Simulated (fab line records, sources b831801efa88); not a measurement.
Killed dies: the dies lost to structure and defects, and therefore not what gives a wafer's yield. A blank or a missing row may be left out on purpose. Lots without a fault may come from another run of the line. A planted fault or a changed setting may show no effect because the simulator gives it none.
Which tool is to blame? + flow sky130 + Sampling: 11 lots, 33 wafers, 5 of 708 route steps

WHAT THE GAUGES SHOWED, per wafer
SKY_METAL3_CD_MEAS_13: target cd 300 nm.
| lot  | measured     | on        | cd nm (nm)        |
|------|--------------|-----------|-------------------|
| L311 | day 38 21:25 | cd sem-02 | 300.6 299.8 299.3 |
| L313 | day 39 10:51 | cd sem-01 | 299.5 299.2 300.0 |
| L314 | day 39 18:25 | cd sem-01 | 300.7 301.4 301.3 |
| L317 | day 40 22:44 | cd sem-01 | 302.5 301.7 301.3 |
| L318 | day 41 01:16 | cd sem-01 | 300.4 299.8 299.1 |
| L323 | day 42 08:54 | cd sem-01 | 298.3 297.8 298.0 |
| L325 | day 43 02:28 | cd sem-02 | 301.8 301.1 301.7 |
| L326 | day 43 03:57 | cd sem-02 | 301.2 300.1 300.5 |
| L327 | day 43 04:25 | cd sem-01 | 300.9 302.2 299.8 |
| L332 | day 44 22:52 | cd sem-01 | 302.6 301.7 302.0 |
| L334 | day 45 05:48 | cd sem-02 | 299.5 300.7 299.2 |

SKY_CAP2M_THK_MEAS_01.
| lot  | measured     | on            | CAP2M_CVD_00_THK (nm) |
|------|--------------|---------------|-----------------------|
| L311 | day 40 02:02 | film metro-03 | 15.43 15.97 15.63     |
| L313 | day 40 15:15 | film metro-01 | 15.55 16.09 15.84     |
| L314 | day 40 21:54 | film metro-03 | 15.56 15.27 15.47     |
| L317 | day 42 02:56 | film metro-01 | 15.44 15.42 15.60     |
| L318 | day 42 05:18 | film metro-03 | 15.61 15.54 15.72     |
| L323 | day 43 10:43 | film metro-01 | 15.47 15.32 15.43     |
| L325 | day 44 04:25 | film metro-01 | 15.44 15.58 22.90     |
| L326 | day 44 05:47 | film metro-02 | 15.54 15.38 15.78     |
| L327 | day 44 06:50 | film metro-02 | 15.56 15.65 23.03     |
| L332 | day 46 00:05 | film metro-02 | 15.52 15.65 15.62     |
| L334 | day 46 07:35 | film metro-02 | 15.24 15.37 15.64     |

SKY_CAP2M_OVL_MEAS_12.
| lot  | measured     | on         | CAP2M_OVL (nm) |
|------|--------------|------------|----------------|
| L311 | day 41 02:45 | overlay-02 | -1.4 -1.3 1.1  |
| L313 | day 41 15:41 | overlay-01 | 2.3 -0.5 2.7   |
| L314 | day 41 21:26 | overlay-02 | 1.2 1.8 0.2    |
| L317 | day 43 02:05 | overlay-02 | 1.5 2.9 3.7    |
| L318 | day 43 05:23 | overlay-01 | -3.8 -4.8 -3.6 |
| L323 | day 44 09:23 | overlay-01 | 0.7 1.4 0.7    |
| L325 | day 45 02:18 | overlay-01 | 1.0 -0.7 0.6   |
| L326 | day 45 03:29 | overlay-01 | 2.1 3.5 1.3    |
| L327 | day 45 04:49 | overlay-02 | 1.7 2.8 0.6    |
| L332 | day 46 20:57 | overlay-02 | -0.5 -3.0 -2.3 |
| L334 | day 47 03:42 | overlay-02 | 1.5 0.5 1.2    |

WHICH TOOL RAN EACH LOT (tool, then ch and the chambers of the sampled wafers, then the start)
| lot  | SKY_METAL3_METAL_ETCH_18          | SKY_CAP2M_CVD_00                |
|------|-----------------------------------|---------------------------------|
| L311 | rie metal-04 ch 0,1, day 38 21:50 | pecvd-02 ch 1,2, day 40 02:00   |
| L313 | rie metal-02 ch 0,1, day 39 11:09 | pecvd-01 ch 0,1,2, day 40 15:14 |
| L314 | rie metal-04 ch 0,1, day 39 18:42 | pecvd-04 ch 0,1,2, day 40 21:52 |
| L317 | rie metal-04 ch 0,1, day 40 23:02 | pecvd-04 ch 1,2, day 42 02:55   |
| L318 | rie metal-04 ch 1, day 41 01:33   | pecvd-02 ch 0,1, day 42 05:16   |
| L323 | rie metal-03 ch 1, day 42 09:11   | pecvd-02 ch 1,2, day 43 10:41   |
| L325 | rie metal-04 ch 0,1, day 43 02:45 | pecvd-02 ch 1,2, day 44 04:23   |
| L326 | rie metal-04 ch 0,1, day 43 04:15 | pecvd-01 ch 0,1, day 44 05:46   |
| L327 | rie metal-03 ch 0,1, day 43 04:43 | pecvd-02 ch 0,1,2, day 44 06:47 |
| L332 | rie metal-02 ch 0, day 44 23:26   | pecvd-04 ch 0, day 46 00:02     |
| L334 | rie metal-02 ch 0, day 45 06:19   | pecvd-01 ch 0,1, day 46 07:34   |
- SKY_METAL3_METAL_ETCH_18: etches the open film in Cl2/BCl3, stops on SiO2, target depth 845 nm, time 183.1 s.
- SKY_CAP2M_CVD_00: deposits SiO2, target thk 15.5 nm.

WHAT THE TOOLS THEMSELVES READ (means of the sampled wafers that have a number; where no wafer has one, the mark that the record gives instead)
SKY_METAL3_METAL_ETCH_18.
| lot  | tool         | drypump motor current A (A) | oes product au (a.u.) | throttle valve pct (%) |
|------|--------------|-----------------------------|-----------------------|------------------------|
| L311 | rie metal-04 | 5.77                        | 0.872                 | 22.260                 |
| L313 | rie metal-02 | 5.83                        | 0.872                 | 22.267                 |
| L314 | rie metal-04 | 5.76                        | 0.862                 | 22.264                 |
| L317 | rie metal-04 | 5.77                        | 0.871                 | 22.266                 |
| L318 | rie metal-04 | 5.83                        | 0.861                 | 22.265                 |
| L323 | rie metal-03 | 6.43                        | 0.859                 | 22.260                 |
| L325 | rie metal-04 | 5.80                        | 0.868                 | 22.269                 |
| L326 | rie metal-04 | 5.81                        | 0.861                 | 22.261                 |
| L327 | rie metal-03 | 6.25                        | 0.871                 | 22.257                 |
| L332 | rie metal-02 | 6.00                        | 0.868                 | 22.264                 |
| L334 | rie metal-02 | 5.96                        | 0.863                 | 22.256                 |

SKY_CAP2M_CVD_00.
| lot  | tool     | heater power w (W) |
|------|----------|--------------------|
| L311 | pecvd-02 | 684                |
| L313 | pecvd-01 | 670                |
| L314 | pecvd-04 | 739                |
| L317 | pecvd-04 | 674                |
| L318 | pecvd-02 | 609                |
| L323 | pecvd-02 | 671                |
| L325 | pecvd-02 | 689                |
| L326 | pecvd-01 | 667                |
| L327 | pecvd-02 | 731                |
| L332 | pecvd-04 | 728                |
| L334 | pecvd-01 | 575                |

THE ANSWER, worked out from the rows above alone
Rule: usual is defined by the lots themselves. Put in order of their means at a reading, lots are off if they are a third of the lots or fewer, leave a main group of 4 or more, and stand apart from it by a gap of 3 or more times the standard deviation of the main group's means; of several such gaps the widest counts. The tables above print the reading to a certain number of digits; a main group whose means all agree to those digits is not used. Also off: a lot with no number at a reading for which 4 or more lots have one. The other lots that the step has rows for count as sound. Order of review: gauges by route order, followed by the tools' own readings, for which a lot's mean as printed above is used. At the first step where some lot is off, the reading lying furthest off is the one used; lots without a number count as furthest.
Off: at SKY_CAP2M_THK_MEAS_01 (CAP2M_CVD_00_THK), L325, L327. Main group: mean 15.56 nm, sd 0.13.
A tool fits if, at a process step before that reading, it ran every lot that is off, and no sound lot after the first of them. Gauges at SKY_CAP2M_THK_MEAS_01: tried the same way as those tools. One candidate fits, namely pecvd-02 at SKY_CAP2M_CVD_00. Its last sound lot is L323 (day 43 10:41), its first lot that is off L325 (day 44 04:23): a fault that began between those two fits.

WHAT THE SIMULATOR HAD PUT IN
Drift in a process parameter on pecvd-02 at SKY_CAP2M_CVD_00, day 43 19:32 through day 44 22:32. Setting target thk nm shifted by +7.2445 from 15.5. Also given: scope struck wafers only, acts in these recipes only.
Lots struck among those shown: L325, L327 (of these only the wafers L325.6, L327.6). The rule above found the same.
